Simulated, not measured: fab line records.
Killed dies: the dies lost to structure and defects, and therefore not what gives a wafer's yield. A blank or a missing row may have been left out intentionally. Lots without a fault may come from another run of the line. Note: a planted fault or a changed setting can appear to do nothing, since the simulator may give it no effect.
Comparing a struck lot with a sound one || flow sfqLine || 13 out of 325 route steps
Sound: the wafers L275.1, L275.2, L275.3. The struck wafers were L283.4, L283.5, L283.6. The cause is given at the end.
At each step with rows: each side's tool, then ch and its chambers, then its first start. Under that, the readings that differ: sound wafers || struck wafers || difference of the means || sigmas: that difference in standard deviations of wafers without a fault.
alike: readings whose means differ by less than 2 such deviations, and words and numbers that are the same on both sides. not compared: withheld readings, readings that some wafer has no value for, bounds like >300 that may hide the same value, and numbers for which the record gives no deviation and whose values overlap.
Wherever a step has rows on one side only, a row that says differs or no value, or a row with sigmas, the two part there. When numbers do not overlap yet have no deviation, they are printed without sigmas and do not part them. A reading missing from all wafers of one side parts the sides only when that side holds two or more wafers.

SFQ_L0V_OVL_MEAS_903:
  sound: overlay-02 at day 9 14:40; struck: overlay-01 at day 11 21:52
  alike: L0V_OVL
SFQ_TRILAYER_L0_VIA_BARC_OPEN_VIA_ETCH_021: etches BARC in O2, target depth 125 nm, time 41.7 s.
  sound on rieDiel-04 ch 0,1,3, day 9 14:41; struck on rieDiel-02 ch 1,2,3, day 11 21:53
  alike: drypumpMotorCurrentA, oesProductAu
  not compared: rfHoursCounterH
SFQ_TRILAYER_L0_VIA_ETCH_VIA_ETCH_016: etches SiO2 in CHF3, stops on MoNx KI, target depth 80 nm.
  sound on rieDiel-04 ch 0,1,3, day 9 14:44; struck on rieDiel-02 ch 1,2,3, day 11 21:56
  alike: drypumpMotorCurrentA, oesProductAu
SFQ_TRILAYER_L0_VIA_STRIP_STRIP_017: strips in O2.
  sound on rieMetal-04 ch 0,1, day 9 14:47; struck on rieMetal-04 ch 0,1, day 11 22:11
  alike: drypumpMotorCurrentA, oesProductAu, platenTempC
  not compared: rfHoursCounterH
then, 2 steps without rows for these wafers: SFQ_TRILAYER_L0_VIA_STRIP_SOLV_CLEAN_018 (cleans in NMP, time 600 s); SFQ_TRILAYER_M0_DEP_PRE_CLEAN_020 (time 15 s).
SFQ_TRILAYER_M0_DEP_SPUTTER_019: material Nb, target thk 200 nm, time 133.3 s.
  sound: pvdSputter-06 at day 9 15:35; struck: pvdSputter-04 at day 11 22:47
  alike: basePressurePa, substrateTempC, throttleValvePct
SFQ_M0_RS_MEAS_904: uses a four-point probe to measure.
  sound: filmMetro-04 at day 9 15:40; struck: filmMetro-03 at day 11 22:56
  alike: M0_NB_RS
then, 3 steps without rows for these wafers: SFQ_TRILAYER_M0_LITHO_COAT_026 (resist thk 62 nm); SFQ_TRILAYER_M0_LITHO_COAT_021 (resist thk 600 nm); SFQ_TRILAYER_M0_LITHO_SOFTBAKE_025.
-- the record jumps here: 5 days lie between the struck wafers' starts before and after --
SFQ_TRILAYER_M0_LITHO_EXPOSE_022: exposes mask M0, target cd 500 nm.
  struck on krfScanner-02, day 17 07:41; sound on krfScanner-02 ch 0, day 14 00:05
  no value came back on the struck wafers for exposureDoseMJCm2, focusOffsetNm (nm), reticleTempC (C); on the sound wafers exposureDoseMJCm2 reads 14.397 14.389 14.397
  alike: mask
then, 1 step without rows for these wafers: SFQ_TRILAYER_M0_LITHO_PEB_024 (peb time 60 s).

== WHERE THEY PART ==
At SFQ_TRILAYER_M0_LITHO_EXPOSE_022 and nowhere else, as far as this record goes.

WHY: what the simulator had put in
Entire step skipped (krfScanner-02, SFQ_TRILAYER_M0_LITHO_EXPOSE_022), from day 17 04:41 onward. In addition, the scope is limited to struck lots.
